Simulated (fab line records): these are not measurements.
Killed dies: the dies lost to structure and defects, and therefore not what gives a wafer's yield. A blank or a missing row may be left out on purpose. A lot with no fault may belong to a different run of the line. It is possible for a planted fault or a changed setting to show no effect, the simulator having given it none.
A struck lot beside a sound one ; flow sky130 ; 21 out of 708 route steps
Sound: these wafers, L785.3, L785.4, L785.6. Wafers struck: L776.3, L776.4, L776.5. The cause is given at the end.
Per side, at each step with rows, come the tool, then ch with its chambers, and then its first start. Under that, the readings that differ: sound wafers ; struck wafers ; difference of the means ; sigmas: that difference in standard deviations of wafers without a fault.
alike: words and numbers the same on both sides, and readings whose means are apart by under 2 such deviations; not compared: readings that were withheld, readings missing a value for some wafer, numbers with overlapping values and no deviation given by the record, and bounds like >300 which may hide the same value.
The two part at a step that has a row with sigmas, a row that says differs or no value, or rows on one side only. When numbers do not overlap yet have no deviation, they are printed without sigmas and do not part them. A reading missing from all wafers of one side parts the sides only when that side holds two or more wafers.

first, 1 step without rows for these wafers: SKY_RES_XHIGH_IMPLANT_07.
SKY_RES_XHIGH_STRIP_08: strips in O2/N2.
  sound on plasma_asher-04 ch 0,1, day 32 19:38; struck on plasma_asher-03 ch 0,1, day 30 02:02
reading;sound;struck;difference;sigmas
strip_time_to_endpoint_s (s);14.31 14.29 14.32;14.23 14.22 14.19;-0.09;-3
  alike: drypump_motor_current_A, oes_product_au
  not compared: rf_hours_counter_h
SKY_RES_XHIGH_TW_MEAS_09:
  sound on film_metro-02 at day 32 19:44; struck on film_metro-01 at day 30 02:08
reading;sound;struck;difference;sigmas
RES_XHIGH_TW;1616 1617 1620;1649 1648 1652;+32;+2
then, 7 steps without rows for these wafers: SKY_SD_N_DEHYDRATE_00 (time 60 s); SKY_SD_N_HMDS_01 (prime time 60 s); SKY_SD_N_COAT_02 (resist thk 1140 nm); SKY_SD_N_SOFTBAKE_03 (time 60 s); SKY_SD_N_EXPOSE_04 (exposes mask NSDM, target cd 380 nm); SKY_SD_N_PEB_05; SKY_SD_N_DEVELOP_06 (develop time 60 s).
SKY_SD_N_CD_MEAS_07: target cd 380 nm.
  sound on cd_sem-02 at day 33 22:00; struck on cd_sem-02 at day 31 05:43
reading;sound;struck;difference;sigmas
cd_nm (nm);379.9 384.2 380.3;375.5 375.4 373.6;-6.6;-3
SKY_SD_N_OVL_MEAS_08:
  sound on overlay-01 at day 33 22:05; struck on overlay-02 at day 31 05:49
reading;sound;struck;difference;sigmas
SD_N_OVL (nm);-2.5 0.5 -0.4;3.6 3.2 0.5;+3.2;+2
SKY_SD_N_IMPLANT_09:
  sound on implanter-01 ch 0, day 33 22:10; struck on implanter-02 ch 0, day 31 05:53
reading;sound;struck;difference;sigmas
beam_on_s (s);20.6 20.1 20.2;27.7 27.8 28.5;+7.7;+7
dose_ions_cm2;4.002e+15 4.004e+15 4.002e+15;6.224e+15 6.227e+15 6.223e+15;+2.222e+15;+99 or more
  alike: end_station_pressure_torr
following that, these wafers have no rows for 1 step: SKY_SD_N_IMPLANT_10.
SKY_SD_N_STRIP_11: strips in O2/N2.
  sound on plasma_asher-01 ch 0,1, day 33 22:27; struck on plasma_asher-03 ch 0,1, day 31 06:10
reading;sound;struck;difference;sigmas
oes_product_au (a.u.);0.528 0.530 0.527;0.515 0.512 0.518;-0.013;-3
strip_time_to_endpoint_s (s);22.57 22.59 22.60;23.55 23.54 23.59;+0.97;+22
  alike: drypump_motor_current_A
  not compared: rf_hours_counter_h
SKY_SD_N_TW_MEAS_12:
  sound on film_metro-01 at day 33 22:32; struck on film_metro-04 at day 31 06:15
  alike: SD_N_TW
then, 1 step without rows for these wafers: SKY_SD_N_CLEAN_13 (cleans in SC1/SC2, time 150 s).
SKY_SD_N_RTA_14: time 2 s.
  sound on rtp_anneal-01 ch 0, day 33 22:38; struck on rtp_anneal-01 ch 0, day 31 06:22
  alike: lamp_power_pct, wafer_temp_C_max
SKY_SD_N_RS_MEAS_16: the measuring method here is four-point-probe.
  sound on film_metro-01 at day 33 22:50; struck on film_metro-02 at day 31 06:55
reading;sound;struck;difference;sigmas
SD_N_RS (ohm/sq);68.55 68.64 68.59;65.39 65.37 65.11;-3.30;-30
  not compared: hold
SKY_SD_N_RS_MEAS_17: the measuring method here is four-point-probe.
  sound on film_metro-01 at day 33 22:58; struck on film_metro-02 at day 31 10:05
reading;sound;struck;difference;sigmas
hold;- - -;await_dispo/3.0h/release await_dispo/3.0h/release await_dispo/3.0h/release;no value on the sound wafers;
  alike: SD_P_RS
-- here the record skips 17 days between the struck wafers' starts before and after, leaving off in module SD_N and picking up in module PAD_OPEN (first step shown: number 708 of the route) --
SKY_PAD_OPEN_PROBE_99:
  sound on prober-02 at day 50 07:40; struck on prober-02 at day 48 11:35
reading;sound;struck;difference;sigmas
model.etest.res_ndiff.line_ohm_um;765.7 765.7 762.9;699.5 693.1 675;-75.6;
model.etest.licon_ndiff.rc_ohm;182.7 183.7 182.1;161.4 164.2 152.2;-23.6;
model.etest.res_ndiff_hv.rs_ohm_sq;113.8 113.4 114.3;103 102.8 103.2;-11;
model.etest.res_ndiff.rs_ohm_sq;119.7 119.1 119;109.3 108.5 108.4;-10.5;
  alike: killed_at_M0_to_M3, killed_at_M4_up, killed_at_contacts, killed_at_front_end, killed_at_other, killed_dies, killed_open, killed_short
  not compared: model.etest.sonos_uncharged.r_on_ohm_um, model.etest.nfet_g5v0d10v5.off_log10_a_um

== WHERE THEY PART ==
Last at SKY_SD_N_RS_MEAS_17 as far as this record goes, first at SKY_RES_XHIGH_STRIP_08. Later steps at which nothing parts them and some readings are alike: SKY_PAD_OPEN_PROBE_99.

WHY: what the simulator had put in
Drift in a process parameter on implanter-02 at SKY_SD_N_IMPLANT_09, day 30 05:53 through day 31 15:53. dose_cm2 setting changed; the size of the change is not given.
